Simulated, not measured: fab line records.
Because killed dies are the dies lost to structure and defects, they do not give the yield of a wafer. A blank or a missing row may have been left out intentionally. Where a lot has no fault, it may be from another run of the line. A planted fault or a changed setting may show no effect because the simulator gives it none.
fab line records | flow sky130
record lots=5 | wafers=15 | lastDay=50
route steps=708 shown LDD_HVN@270 LDD_HVP@278 LDD_LDN@289 PAD_OPEN@708
lots that met no fault: taken from a fault-free run of the same line
startH: the number of hours between the record's first day and the start of the first shown wafer of the lot | waitH: hours from the lot's prior step to this one | " as in the row above | L1.1+2: a row that stands for several wafers | - either no value or no given start | * or withheld: withheld | < > ~ a bound
route shown NAME@n: names a module that has steps shown in the file, with the first one's number in the route | usual: mean and standard deviation over wafers with no fault | same: alike in all rows | chamber/n: place in a boat | sites: the reading at each site | _std_site: the standard deviation of these | _edge_site: outer sites' mean less inner sites' | radiusMm: how far each site lies from the wafer's centre | mask NAME#n: copy n | behind: the tool/chamber that last shaped the wafer | hold: reason for holding the lot/hours on hold/outcome of the hold | device: the n, p or np transistor that did not switch | end of line: tests run on the same wafers once the route is complete | where a step has no rows: the recipe by itself | killed: dies that structure and defects cost at the first sort, which is not the same as the wafer's yield | map: a wafer's dies, marking killed ones x, the rest . and places with no die _
set.NAME: the run value of the setting; set.NAME@STEP: its run value at that earlier step | model.NAME: the simulator's own value behind a step, which no gauge read
certain route steps with their lots: each step a table, each wafer a row
services: from which hour (startH, from the record's first day; less than 0 if before it) a tool's chamber was out of use, for how many hours, and why
## steps
# step SKY_LDD_HVN_SOFTBAKE_03
# recipe tempC=90 | timeS=60 | resist=NOVOLAK
# step SKY_LDD_HVN_EXPOSE_04
# recipe maskId=HVNTM | na=0.6 | sourceShape=conventional | sigmaOuter=0.6 | polarization=unpolarized | targetCdNm=700 | doseMj=127
# step SKY_LDD_HVN_PEB_05
# recipe tempC=withheld | timeS=* | resist=NOVOLAK
# step SKY_LDD_HVN_DEVELOP_06
# recipe resist=NOVOLAK | developer=TMAH | developTimeS=60 | devTempC=23
# step SKY_LDD_HVN_OVL_MEAS_07
# usual LDD_HVN_OVL=0.3/1.5
lot.wafer | tool       | chamber | startH | waitH | LDD_HVN_OVL[nm]
L400.2    | overlay-02 | -       | 549.67 | 0.1   | -0.1
L400.3    | "          | -       | "      | "     | -0.8
L400.5    | "          | -       | "      | "     | 0.0
L403.2    | overlay-01 | -       | 571.40 | 0.1   | 1.6
L403.3    | "          | -       | "      | "     | 0.5
L403.5    | "          | -       | "      | "     | 2.1
L405.1    | overlay-01 | -       | 587.01 | 0.1   | -0.4
L405.4    | "          | -       | "      | "     | -2.0
L405.6    | "          | -       | "      | "     | -0.5
L406.4    | overlay-01 | -       | 593.13 | 0.1   | -0.5
L406.5    | "          | -       | "      | "     | -0.5
L406.6    | "          | -       | "      | "     | 0.8
L414.2    | overlay-01 | -       | 653.92 | 0.1   | -1.0
L414.5    | "          | -       | "      | "     | -1.5
L414.6    | "          | -       | "      | "     | -1.6
# step SKY_LDD_HVN_IMPLANT_08
# recipe species=P | energyKev=60 | doseCm2=3e+13 | tiltDeg=40
# step SKY_LDD_HVN_STRIP_09
# recipe chemistry=O2/N2 | powerW=1400 | pressureMtorr=1500 | platenTempC=withheld | o2FlowSccm=3000 | n2FlowSccm=300 | overashFraction=0.5
# usual chamberPressureMTorr=1500.0/1.4 | drypumpMotorCurrentA=5.5/0.5 | o2FlowSccm=3001/8.2 | oesProductAu=0.409/0.0048 | stripTimeToEndpointS=4.133/0.016
lot.wafer | tool           | chamber | startH | waitH | chamberPressureMTorr | drypumpMotorCurrentA | o2FlowSccm | oesProductAu | rfHoursCounterH | stripTimeToEndpointS
L400.2    | plasmaAsher-01 | 1       | 549.85 | 0.1   | 1499.7               | 5.5                  | 3009       | 0.417        | 12              | 4.154
L400.3    | "              | 0       | "      | "     | 1497.7               | 4.9                  | 2995       | 0.412        | -               | 4.150
L400.5    | "              | 0       | "      | "     | 1501.6               | 4.9                  | 3005       | 0.419        | -               | 4.149
L403.2    | plasmaAsher-02 | 0       | 571.58 | 0.1   | 1500.8               | 6.2                  | 3003       | 0.410        | 91              | 4.105
L403.3    | "              | 1       | "      | "     | 1501.9               | 5.8                  | 3004       | 0.410        | -               | 4.105
L403.5    | "              | 1       | "      | "     | 1499.0               | 5.8                  | 2996       | 0.409        | -               | 4.102
L405.1    | plasmaAsher-01 | 0       | 587.20 | 0.1   | 1500.0               | 5.0                  | 2995       | 0.408        | 15              | 4.145
L405.4    | "              | 1       | "      | "     | 1500.4               | 5.5                  | 2997       | 0.408        | -               | 4.114
L405.6    | "              | 1       | "      | "     | 1498.4               | 5.5                  | 3010       | 0.412        | -               | 4.133
L406.4    | plasmaAsher-02 | 0       | 593.33 | 0.1   | 1497.7               | 6.2                  | 3007       | 0.412        | -               | 4.147
L406.5    | "              | 0       | "      | "     | 1498.7               | 6.2                  | 3002       | 0.418        | -               | 4.149
L406.6    | "              | 1       | "      | "     | 1499.1               | 5.8                  | 2993       | 0.414        | -               | 4.138
L414.2    | plasmaAsher-02 | 1       | 654.10 | 0.1   | 1497.8               | 5.8                  | 2996       | 0.402        | 100             | 4.150
L414.5    | "              | 1       | "      | "     | 1499.6               | 5.8                  | 2999       | 0.416        | -               | 4.145
L414.6    | "              | 0       | "      | "     | 1501.1               | 6.2                  | 3003       | 0.406        | -               | 4.142
# step SKY_LDD_HVN_TW_MEAS_10
# usual LDD_HVN_TW=1450/16
lot.wafer | tool         | chamber | startH | waitH | LDD_HVN_TW
L400.2    | filmMetro-02 | -       | 549.96 | 0.1   | 1475
L400.3    | "            | -       | "      | "     | 1470
L400.5    | "            | -       | "      | "     | 1461
L403.2    | filmMetro-02 | -       | 571.69 | 0.1   | 1468
L403.3    | "            | -       | "      | "     | 1478
L403.5    | "            | -       | "      | "     | 1473
L405.1    | filmMetro-01 | -       | 587.30 | 0.1   | 1425
L405.4    | "            | -       | "      | "     | 1428
L405.6    | "            | -       | "      | "     | 1425
L406.4    | filmMetro-02 | -       | 593.43 | 0.1   | 1460
L406.5    | "            | -       | "      | "     | 1457
L406.6    | "            | -       | "      | "     | 1467
L414.2    | filmMetro-02 | -       | 654.21 | 0.1   | 1467
L414.5    | "            | -       | "      | "     | 1466
L414.6    | "            | -       | "      | "     | 1457
# step SKY_LDD_HVP_DEHYDRATE_00
# recipe tempC=200 | timeS=60
# step SKY_LDD_HVP_HMDS_01
# recipe primeTimeS=60 | primeTempC=120
# step SKY_LDD_HVP_COAT_02
# recipe resist=NOVOLAK | spinRpm=3000 | resistThkNm=300
# step SKY_LDD_HVP_SOFTBAKE_03
# recipe tempC=90 | timeS=60 | resist=NOVOLAK
# step SKY_LDD_HVP_EXPOSE_04
# recipe maskId=HVPTM | na=0.6 | sourceShape=conventional | sigmaOuter=0.6 | polarization=unpolarized | targetCdNm=700 | doseMj=86
# usual focusOffsetNm=-0.2/0.58
lot.wafer | tool            | chamber | startH | waitH | mask    | focusOffsetNm
L400.2    | ilineStepper-01 | 0       | 564.39 | -     | HVPTM#0 | -0.8
L400.3    | "               | 0       | "      | "     | HVPTM#0 | -0.3
L400.5    | "               | 0       | "      | "     | HVPTM#0 | -0.9
L403.2    | ilineStepper-02 | 0       | 586.59 | -     | HVPTM#0 | -0.2
L403.3    | "               | 0       | "      | "     | HVPTM#0 | 0.3
L403.5    | "               | 0       | "      | "     | HVPTM#0 | -0.1
L405.1    | ilineStepper-01 | 0       | 601.79 | -     | LDNTM#0 | -0.3
L405.4    | "               | 0       | "      | "     | LDNTM#0 | 0.0
L405.6    | "               | 0       | "      | "     | LDNTM#0 | -0.2
L406.4    | ilineStepper-01 | 0       | 608.26 | -     | HVPTM#0 | 0.0
L406.5    | "               | 0       | "      | "     | HVPTM#0 | -0.7
L406.6    | "               | 0       | "      | "     | HVPTM#0 | -0.2
L414.2    | ilineStepper-02 | 0       | 668.44 | -     | HVPTM#0 | -0.1
L414.5    | "               | 0       | "      | "     | HVPTM#0 | -0.1
L414.6    | "               | 0       | "      | "     | HVPTM#0 | -0.3
# step SKY_LDD_HVP_PEB_05
# recipe tempC=withheld | timeS=* | resist=NOVOLAK
# step SKY_LDD_HVP_DEVELOP_06
# recipe resist=NOVOLAK | developer=TMAH | developTimeS=60 | devTempC=23
# step SKY_LDD_HVP_OVL_MEAS_07
# usual LDD_HVP_OVL=0.7/1.3
lot.wafer | tool       | chamber | startH | waitH | LDD_HVP_OVL[nm]
L400.2    | overlay-01 | -       | 579.10 | 0.1   | 2.1
L400.3    | "          | -       | "      | "     | 0.1
L400.5    | "          | -       | "      | "     | 1.2
L403.2    | overlay-01 | -       | 600.25 | 0.1   | -0.5
L403.3    | "          | -       | "      | "     | -0.3
L403.5    | "          | -       | "      | "     | 1.2
L405.1    | overlay-01 | -       | 616.29 | 0.1   | -
L405.4    | "          | -       | "      | "     | -
L405.6    | "          | -       | "      | "     | -
L406.4    | overlay-01 | -       | 622.38 | 0.1   | 3.1
L406.5    | "          | -       | "      | "     | 0.9
L406.6    | "          | -       | "      | "     | 1.3
L414.2    | overlay-02 | -       | 681.40 | 0.1   | -1.3
L414.5    | "          | -       | "      | "     | -2.7
L414.6    | "          | -       | "      | "     | -1.1
# step SKY_LDD_HVP_IMPLANT_08
# recipe species=B | energyKev=20.2 | doseCm2=1.7e+13 | tiltDeg=17.9
# step SKY_LDD_HVP_STRIP_09
# recipe chemistry=O2/N2 | powerW=1400 | pressureMtorr=1500 | platenTempC=withheld | o2FlowSccm=3000 | n2FlowSccm=300 | overashFraction=0.5
# usual chamberPressureMTorr=1499.9/1.3 | drypumpMotorCurrentA=5.8/0.5 | o2FlowSccm=2999/8.4 | oesProductAu=0.409/0.0046 | stripTimeToEndpointS=4.129/0.015
lot.wafer | tool           | chamber | startH | waitH | chamberPressureMTorr | drypumpMotorCurrentA | o2FlowSccm | oesProductAu | rfHoursCounterH | stripTimeToEndpointS
L400.2    | plasmaAsher-04 | 0       | 579.28 | 0.1   | 1502.8               | 6.3                  | 3003       | 0.401        | 71              | 4.139
L400.3    | "              | 1       | "      | "     | 1500.7               | 5.5                  | 2991       | 0.413        | -               | 4.116
L400.5    | "              | 1       | "      | "     | 1497.8               | 5.5                  | 2993       | 0.405        | -               | 4.130
L403.2    | plasmaAsher-02 | 0       | 600.43 | 0.1   | 1498.7               | 6.2                  | 3015       | 0.405        | 94              | 4.132
L403.3    | "              | 0       | "      | "     | 1498.3               | 6.2                  | 2997       | 0.406        | -               | 4.134
L403.5    | "              | 0       | "      | "     | 1499.0               | 6.2                  | 3011       | 0.410        | -               | 4.120
L405.1    | plasmaAsher-03 | 0       | 616.48 | 0.1   | 1498.3               | 5.7                  | 2990       | 0.407        | 50              | 4.117
L405.4    | "              | 0       | "      | "     | 1499.2               | 5.8                  | 2993       | 0.413        | -               | 4.114
L405.6    | "              | 1       | "      | "     | 1502.2               | 4.6                  | 2999       | 0.409        | -               | 4.093
L406.4    | plasmaAsher-02 | 1       | 622.58 | 0.1   | 1498.4               | 5.8                  | 2992       | 0.402        | -               | 4.135
L406.5    | "              | 0       | "      | "     | 1501.1               | 6.2                  | 2985       | 0.407        | -               | 4.148
L406.6    | "              | 1       | "      | "     | 1500.3               | 5.8                  | 2987       | 0.410        | -               | 4.153
L414.2    | plasmaAsher-04 | 1       | 681.58 | 0.1   | 1500.9               | 5.5                  | 2999       | 0.408        | 81              | 4.103
L414.5    | "              | 1       | "      | "     | 1499.2               | 5.4                  | 3000       | 0.407        | -               | 4.111
L414.6    | "              | 0       | "      | "     | 1498.9               | 6.3                  | 3002       | 0.413        | -               | 4.113
# step SKY_LDD_HVP_TW_MEAS_10
# usual LDD_HVP_TW=456.8/2.6
lot.wafer | tool         | chamber | startH | waitH | LDD_HVP_TW
L400.2    | filmMetro-01 | -       | 579.39 | 0.1   | 455.1
L400.3    | "            | -       | "      | "     | 456.3
L400.5    | "            | -       | "      | "     | 455.5
L403.2    | filmMetro-03 | -       | 600.54 | 0.1   | 453.5
L403.3    | "            | -       | "      | "     | 451.5
L403.5    | "            | -       | "      | "     | 451.1
L405.1    | filmMetro-03 | -       | 616.58 | 0.1   | 29.7
L405.4    | "            | -       | "      | "     | 29.7
L405.6    | "            | -       | "      | "     | 29.6
L406.4    | filmMetro-01 | -       | 622.68 | 0.1   | 454.4
L406.5    | "            | -       | "      | "     | 453.8
L406.6    | "            | -       | "      | "     | 456.4
L414.2    | filmMetro-04 | -       | 681.69 | 0.1   | 457.1
L414.5    | "            | -       | "      | "     | 456.5
L414.6    | "            | -       | "      | "     | 459.3
# step SKY_LDD_LDN_DEHYDRATE_00
# recipe tempC=200 | timeS=60
# step SKY_PAD_OPEN_PROBE_99
# usual killed_at_M0_to_M3=43/6.9 | killed_at_M4_up=3.2/2 | killedAtContacts=25/5.1 | killedAtFrontEnd=15/4.5 | killedAtOther=0.2/0.51 | killedDies=85/9.5 | killedOnRim=16/3.7 | killedOpen=48/6.9 | killedShort=38/6.7
# same grossDies=492 | killedAtBackSide=0
lot.wafer | tool      | chamber | startH  | waitH | killed_at_M0_to_M3 | killed_at_M4_up | killedAtContacts | killedAtFrontEnd | killedAtOther | killedDies | killedOnRim | killedOpen | killedShort
L403.2    | prober-02 | -       | 1144.18 | 0.1   | 39                 | 9               | 27               | 11               | 3             | 89         | 16          | 56         | 33
L403.3    | prober-02 | -       | 1144.23 | 0.2   | 45                 | 5               | 25               | 24               | 0             | 99         | 15          | 56         | 43
L403.5    | prober-02 | -       | 1144.33 | 0.2   | 43                 | 4               | 33               | 13               | 0             | 93         | 20          | 56         | 37
L405.1    | prober-02 | -       | 1152.47 | 0.1   | 36                 | 4               | 25               | 427              | 0             | 492        | 96          | 43         | 33
L405.4    | prober-02 | -       | 1152.62 | 0.2   | 49                 | 2               | 27               | 414              | 0             | 492        | 96          | 49         | 39
L405.6    | prober-02 | -       | 1152.72 | 0.2   | 65                 | 1               | 24               | 401              | 1             | 492        | 96          | 62         | 42
L406.4    | prober-01 | -       | 1159.37 | 0.2   | 51                 | 6               | 23               | 22               | 0             | 102        | 16          | 47         | 55
L406.5    | prober-01 | -       | 1159.42 | 0.2   | 53                 | 5               | 17               | 9                | 0             | 84         | 20          | 40         | 44
L406.6    | prober-01 | -       | 1159.47 | 0.2   | 44                 | 4               | 19               | 10               | 0             | 77         | 21          | 40         | 37
# killed by level:class
L403.2 VIA1:geometricParticle:open=11 CONTACT:geometricParticle:open=10 VIA2:geometricParticle:open=8 LI_CONTACT:geometricParticle:open=6 METAL4:geometricParticle:open=5 LI_CONTACT:geometricParticle:short=4 METAL1:geometricParticle:short=4 VIA2:geometricParticle:short=4
L403.3 VIA1:geometricParticle:open=15 LI_CONTACT:geometricParticle:open=7 POLY_GATE:geometricParticle:short=6 VIA3:geometricParticle:open=6 METAL1:geometricParticle:short=6 FIELD_ISO:geometricParticle:open=5 FIELD_ISO:geometricParticle:short=5 POLY_GATE:geometricParticle:open=5
L403.5 CONTACT:geometricParticle:open=16 VIA1:geometricParticle:open=9 LI_CONTACT:geometricParticle:open=8 VIA2:geometricParticle:open=8 METAL1:geometricParticle:short=6 VIA1:geometricParticle:short=5 POLY_GATE:geometricParticle:short=4 CONTACT:geometricParticle:short=4
L405.1 LDD_HVP:areaExpose=416 VIA1:geometricParticle:open=10 LI_CONTACT:geometricParticle:open=8 CONTACT:geometricParticle:open=8 VIA1:geometricParticle:short=8 VIA3:geometricParticle:open=5 FIELD_ISO:geometricParticle:open=4 POLY_GATE:geometricParticle:short=4
L405.4 LDD_HVP:areaExpose=404 VIA1:geometricParticle:open=14 CONTACT:geometricParticle:open=11 VIA1:geometricParticle:short=9 VIA2:geometricParticle:open=8 LI_CONTACT:geometricParticle:open=5 LOCAL_INTERCONNECT:geometricParticle:short=5 VIA3:geometricParticle:open=5
L405.6 LDD_HVP:areaExpose=388 VIA1:geometricParticle:open=21 VIA3:geometricParticle:open=11 METAL1:geometricParticle:short=8 LI_CONTACT:geometricParticle:open=8 VIA1:geometricParticle:short=8 VIA2:geometricParticle:open=6 CONTACT:geometricParticle:open=6
L406.4 METAL1:geometricParticle:short=10 POLY_GATE:geometricParticle:short=9 LI_CONTACT:geometricParticle:open=9 VIA1:geometricParticle:open=7 VIA2:geometricParticle:open=7 LOCAL_INTERCONNECT:geometricParticle:short=5 METAL2:geometricParticle:short=5 VIA1:geometricParticle:short=5
L406.5 VIA1:geometricParticle:open=8 VIA3:geometricParticle:open=7 METAL1:geometricParticle:short=7 CONTACT:geometricParticle:short=6 VIA1:geometricParticle:short=6 METAL2:geometricParticle:short=6 VIA2:geometricParticle:open=6 LI_CONTACT:geometricParticle:open=5
L406.6 METAL2:geometricParticle:short=9 VIA2:geometricParticle:open=8 LI_CONTACT:geometricParticle:open=7 VIA1:geometricParticle:open=7 FIELD_ISO:geometricParticle:open=6 CONTACT:geometricParticle:short=6 VIA3:geometricParticle:open=5 METAL1:geometricParticle:short=4
# map L405.1 (x killed, . not)
__________xxxxxxxxxx_________
________xxxxxxxxxxxxxx_______
______xxxxxxxxxxxxxxxxxx_____
_____xxxxxxxxxxxxxxxxxxxx____
____xxxxxxxxxxxxxxxxxxxxxx___
___xxxxxxxxxxxxxxxxxxxxxxxx__
__xxxxxxxxxxxxxxxxxxxxxxxxxx_
_xxxxxxxxxxxxxxxxxxxxxxxxxxxx
_xxxxxxxxxxxxxxxxxxxxxxxxxxxx
_xxxxxxxxxxxxxxxxxxxxxxxxxxxx
_xxxxxxxxxxxxxxxxxxxxxxxxxxxx
_xxxxxxxxxxxxxxxxxxxxxxxxxxxx
_xxxxxxxxxxxxxxxxxxxxxxxxxxxx
_xxxxxxxxxxxxxxxxxxxxxxxxxxxx
_xxxxxxxxxxxxxxxxxxxxxxxxxxxx
__xxxxxxxxxxxxxxxxxxxxxxxxxx_
___xxxxxxxxxxxxxxxxxxxxxxxx__
____xxxxxxxxxxxxxxxxxxxxxx___
_____xxxxxxxxxxxxxxxxxxxx____
______xxxxxxxxxxxxxxxxxx_____
________xxxxxxxxxxxxxx_______
__________xxxxxxxxxx_________
# map L406.4 (x killed, . not)
__________....x....._________
________..x.........x._______
______.x..x..xx....x..x._____
_____.x.......x....x.....____
____...x..........xx..x...___
___..x..xx...x.x.......xx..__
__...........xxxx..........._
_...x.....x......x.........x.
_......x.x.x....xx.x..x.....x
_.xxx..xx............x.xx....
_..x.x..x.xx....xx.x.........
_.......x....................
_x..x..x..x.x...........x..x.
_.............x..x...x....x..
_....x..x..........x.........
__.x..xx.x..x..............._
___........x....x.....x...x__
____x..xx..xx....x.x.xxx..___
_____....x.x..x..x.x.x...____
______...........xx....._____
________..x.....x....._______
__________.x.x.....x_________
## services
tool            | chamber | startH | hours | kind
ilineStepper-01 | -       | 535.03 | 6.5   | repair
ilineStepper-02 | -       | 625.45 | 1.7   | pm
ilineStepper-01 | -       | 632.63 | 1.7   | pm
plasmaAsher-03  | -       | 647.33 | 4.4   | repair
plasmaAsher-04  | -       | 650.03 | 8.3   | repair
plasmaAsher-03  | -       | 660.19 | 2.8   | pm
ilineStepper-01 | -       | 674.32 | 2.1   | pm
ilineStepper-01 | -       | 676.40 | -     | consumableReplace:lamp
plasmaAsher-02  | -       | 680.79 | 1.9   | repair
## key
firstSign step=SKY_LDD_HVP_EXPOSE_04 | reading=mask | direction=changed
effect step=SKY_LDD_HVP_OVL_MEAS_07 | reading=LDD_HVP_OVL | direction=missing
effect step=SKY_LDD_HVP_TW_MEAS_10 | reading=LDD_HVP_TW | direction=down | sigmas=99+ | usual=456.8 | struck=29.7
effect step=SKY_PAD_OPEN_PROBE_99 | reading=killedAtFrontEnd | direction=up | sigmas=88 | usual=15 | struck=414
moreKillsBornAt SKY_LDD_HVP_EXPOSE_04@ilineStepper-01=1208
metAt SKY_LDD_HVP_EXPOSE_04
struckWafers L405.1,L405.4,L405.6
testerLeftOut L405
onsetBetween 564.39 601.79
fault kind=wrongMask | tool=any | chamber=- | onsetH=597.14 | steps=SKY_LDD_HVP_EXPOSE_04 | auxCopy=LDNTM#0 | scope=struckLotsOnly
# testerLeftOut: of these lots the tester's yield and bins aren't shown, on N5 and GAA mostly nor the transistor test; their killed dies are dies lost to structure and defects alone, not to doping, threshold or leakage, so they don't give the yield
